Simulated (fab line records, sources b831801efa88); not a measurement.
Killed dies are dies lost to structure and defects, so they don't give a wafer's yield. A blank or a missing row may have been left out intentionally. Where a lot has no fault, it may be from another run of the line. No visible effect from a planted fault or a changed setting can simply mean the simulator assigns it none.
A struck lot beside a sound one ; flow gf180mcu ; 43 steps out of a route of 602
Sound: wafers L320.3, L320.4, L320.6. Wafers L334.2, L334.4, L334.5 were the ones struck. The cause is named last.
Each step with rows lists, per side, the tool, then ch with its chambers, then its first start. Under that, the readings that differ: sound wafers ; struck wafers ; difference of the means ; sigmas: that difference in standard deviations of wafers without a fault.
alike: a reading whose means differ by less than 2 such deviations, as well as words and numbers matching on both sides. not compared: withheld readings; readings where some wafer has no value; bounds like >300 that might hide an equal value; numbers whose values overlap and for which the record gives no deviation.
Wherever a step has rows on one side only, a row that says differs or no value, or a row with sigmas, the two part there. When numbers do not overlap yet have no deviation, they are printed without sigmas and do not part them. A reading that every wafer of one side lacks parts them only if that side has two wafers or more.

first, 2 steps without rows for these wafers: GF_NWELL_IMPLANT_08; GF_NWELL_IMPLANT_09.
GF_NWELL_STRIP_10: strips in O2/N2.
  sound on plasma-asher-02 ch 0,1, day 5 02:26; struck on plasma-asher-04 ch 0,1, day 8 07:52
  alike: drypump-motor-current-A, heater-power-w, oes-product-au, platen-temp-c, strip-time-to-endpoint-s
  not compared: rf-hours-counter-h
GF_NWELL_TW_MEAS_11:
  struck on film-metro-04, day 8 07:58; sound on film-metro-02, day 5 02:32
  alike: NWELL_TW
then, 7 steps without rows for these wafers: GF_LVPWELL_DEHYDRATE_00 (time 60 s); GF_LVPWELL_HMDS_01 (prime time 60 s); GF_LVPWELL_COAT_02 (resist thk 3000 nm); GF_LVPWELL_SOFTBAKE_03; GF_LVPWELL_EXPOSE_04 (exposes mask LVPWELL, target cd 600 nm); GF_LVPWELL_PEB_05; GF_LVPWELL_DEVELOP_06 (develop time 60 s).
GF_LVPWELL_OVL_MEAS_07:
  struck on overlay-01, day 9 00:34; sound on overlay-02, day 5 16:40
  alike: LVPWELL_OVL
GF_LVPWELL_IMPLANT_08:
  struck on implanter-03, day 9 00:37; sound on implanter-03 ch 0, day 5 16:44
  no value came back on the struck wafers for beam-energy-keV, beam-on-s (s); on the sound wafers beam-energy-keV reads 170.06 170.01 169.98
after that, 1 step had no rows for these wafers: GF_LVPWELL_IMPLANT_09.
GF_LVPWELL_STRIP_10: strips in O2/N2.
  sound on plasma-asher-03 ch 0,1, day 5 17:02; struck on plasma-asher-03 ch 0, day 9 00:53
  alike: drypump-motor-current-A, heater-power-w, oes-product-au, platen-temp-c, strip-time-to-endpoint-s
  not compared: rf-hours-counter-h
GF_LVPWELL_TW_MEAS_11:
  struck on film-metro-04, day 9 01:00; sound on film-metro-01, day 5 17:12
reading;sound;struck;difference;sigmas
LVPWELL_TW;561 560 559;338 339 340;-221;-57
then, 7 steps without rows for these wafers: GF_MVSD_DEHYDRATE_00 (time 60 s); GF_MVSD_HMDS_01 (prime time 60 s); GF_MVSD_COAT_02 (resist thk 3000 nm); GF_MVSD_SOFTBAKE_03; GF_MVSD_EXPOSE_04 (exposes mask MVSD, target cd 1000 nm); GF_MVSD_PEB_05; GF_MVSD_DEVELOP_06 (develop time 60 s).
GF_MVSD_OVL_MEAS_07:
  struck on overlay-02, day 9 17:44; sound on overlay-02, day 6 07:34
  alike: MVSD_OVL
then, 2 steps without rows for these wafers: GF_MVSD_IMPLANT_08; GF_MVSD_IMPLANT_09.
GF_MVSD_STRIP_10: strips in O2/N2.
  sound on plasma-asher-03 ch 0,1, day 6 07:56; struck on plasma-asher-01 ch 0,1, day 9 18:04
  alike: drypump-motor-current-A, heater-power-w, oes-product-au, platen-temp-c, strip-time-to-endpoint-s
  not compared: rf-hours-counter-h
GF_MVSD_TW_MEAS_11:
  struck on film-metro-02, day 9 18:10; sound on film-metro-04, day 6 08:01
  alike: MVSD_TW
then, 7 steps without rows for these wafers: GF_MVPSD_DEHYDRATE_00 (time 60 s); GF_MVPSD_HMDS_01 (prime time 60 s); GF_MVPSD_COAT_02 (resist thk 3000 nm); GF_MVPSD_SOFTBAKE_03; GF_MVPSD_EXPOSE_04 (exposes mask MVPSD, target cd 1000 nm); GF_MVPSD_PEB_05; GF_MVPSD_DEVELOP_06 (develop time 60 s).
GF_MVPSD_OVL_MEAS_07:
  struck on overlay-01, day 10 11:34; sound on overlay-02, day 6 21:59
  alike: MVPSD_OVL
then, 2 steps without rows for these wafers: GF_MVPSD_IMPLANT_08; GF_MVPSD_IMPLANT_09.
GF_MVPSD_STRIP_10: strips in O2/N2.
  sound on plasma-asher-04 ch 0,1, day 6 22:20; struck on plasma-asher-04 ch 0,1, day 10 11:53
  alike: drypump-motor-current-A, heater-power-w, oes-product-au, platen-temp-c, strip-time-to-endpoint-s
  not compared: rf-hours-counter-h
GF_MVPSD_TW_MEAS_11:
  struck on film-metro-01, day 10 12:00; sound on film-metro-01, day 6 22:26
  alike: MVPSD_TW
then, 2 steps without rows for these wafers: GF_VT_IMPLANT_DEHYDRATE_00 (time 60 s); GF_VT_IMPLANT_HMDS_01 (prime time 60 s).
-- the record jumps here: 3 days lie between the struck wafers' starts before and after --
GF_VT_IMPLANT_RS_MEAS_48: the measuring method here is four-point-probe.
  struck on film-metro-01, day 13 17:29; sound on film-metro-02, day 9 16:26
reading;sound;struck;difference;sigmas
LVPWELL_RS (ohm/sq);1199 1198 1199;3816 3812 3805;+2612;+99 or more

## WHERE THEY PART
At GF_LVPWELL_IMPLANT_08 first; at GF_VT_IMPLANT_RS_MEAS_48 last (within this record only).

WHY: the cause the simulator had injected
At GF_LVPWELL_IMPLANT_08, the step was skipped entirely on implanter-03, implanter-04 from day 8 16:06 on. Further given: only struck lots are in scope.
